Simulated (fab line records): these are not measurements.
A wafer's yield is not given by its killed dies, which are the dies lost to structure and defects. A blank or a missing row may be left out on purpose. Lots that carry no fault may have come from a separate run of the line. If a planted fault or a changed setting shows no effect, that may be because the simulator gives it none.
Which tool did it?    flow sky130    11 lots, 33 wafers sampled, at 4 steps of a route of 708

== WHAT THE GAUGES READ, wafer by wafer ==
SKY_SD_N_CD_MEAS_07: the cd target is 380 nm.
lot   measured      on        cdNm (nm)
L767  day 27 17:29  cdSem-01  380.9 383.2 383.8
L768  day 28 05:53  cdSem-02  380.6 380.1 379.3
L771  day 28 20:44  cdSem-02  381.9 380.5 381.6
L772  day 29 10:28  cdSem-02  380.3 379.9 379.8
L774  day 30 06:21  cdSem-02  381.3 383.2 381.8
L775  day 30 22:14  cdSem-02  378.8 378.4 379.0
L776  day 30 20:48  cdSem-01  385.9 384.5 384.2
L785  day 33 19:40  cdSem-01  379.2 380.9 380.3
L786  day 34 08:49  cdSem-01  381.5 378.9 380.5
L787  day 34 16:12  cdSem-02  381.8 381.0 377.8
L788  day 34 16:50  cdSem-02  379.6 378.1 381.8

== EACH LOT AND THE TOOL THAT RAN IT (in order: tool; ch and the chambers of the sampled wafers; start) ==
lot   SKY_FIELD_ISO_STRIP_16              SKY_FIELD_ISO_ETCH_17           SKY_GATE_OXIDE_OXIDATION_16
L767  plasmaAsher-04 ch 0,1, day 2 03:56  rieSi-02 ch 0,1,2, day 2 04:02  furnace-02 ch 0, day 13 22:09
L768  plasmaAsher-04 ch 0,1, day 2 12:49  rieSi-02 ch 0,1,3, day 2 12:53  furnace-01 ch 0, day 14 05:54
L771  plasmaAsher-01 ch 0,1, day 3 04:55  rieSi-01 ch 0,1,2, day 3 05:01  furnace-01 ch 0, day 14 20:53
L772  plasmaAsher-01 ch 0,1, day 3 08:51  rieSi-01 ch 1,2, day 3 08:57    furnace-01 ch 0, day 15 12:35
L774  plasmaAsher-04 ch 0,1, day 3 16:59  rieSi-01 ch 0,1, day 3 17:03    furnace-01 ch 0, day 16 07:40
L775  plasmaAsher-01 ch 0,1, day 3 22:55  rieSi-01 ch 0,2,3, day 3 23:01  furnace-01 ch 0, day 16 20:49
L776  plasmaAsher-02 ch 0,1, day 4 03:15  rieSi-02 ch 0,1,2, day 4 03:21  furnace-01 ch 0, day 16 19:17
L785  plasmaAsher-02 ch 0,1, day 6 03:01  rieSi-01 ch 1,2,3, day 6 03:07  furnace-01 ch 0, day 20 00:37
L786  plasmaAsher-02 ch 0,1, day 6 14:20  rieSi-02 ch 0,1, day 6 14:26    furnace-01 ch 0, day 20 18:30
L787  plasmaAsher-01 ch 0,1, day 6 18:52  rieSi-01 ch 1,2, day 6 18:56    furnace-01 ch 0, day 21 04:01
L788  plasmaAsher-02 ch 0,1, day 6 21:47  rieSi-02 ch 1,2, day 6 21:52    furnace-01 ch 0, day 21 05:32
- SKY_FIELD_ISO_STRIP_16: strips in O2/N2.
- SKY_FIELD_ISO_ETCH_17: etches Si in HBr/Cl2/O2, target depth 342 nm, time 97.7 s.
- SKY_GATE_OXIDE_OXIDATION_16: stabilise 600 s, purge 300 s, target thk 3.57 nm.

== THE ANSWER, worked out from the rows above alone ==
Rule: usual is defined by the lots themselves. The widest of any qualifying gaps counts: lots, ordered by their means at a reading, are off when they make up no more than a third of the lots, leave a main group of 4 or more, and stand apart from it by 3 or more times the standard deviation of that group's means. A main group whose means are all the same, to the digits that the tables above print for the reading, isn't used. A lot without any number at a reading at which 4 lots or more have one is off too. The other lots that the step has rows for count as sound.
No lot is off on any of the readings shown, so nothing can be concluded from this.

== WHAT THE SIMULATOR HAD PUT IN ==
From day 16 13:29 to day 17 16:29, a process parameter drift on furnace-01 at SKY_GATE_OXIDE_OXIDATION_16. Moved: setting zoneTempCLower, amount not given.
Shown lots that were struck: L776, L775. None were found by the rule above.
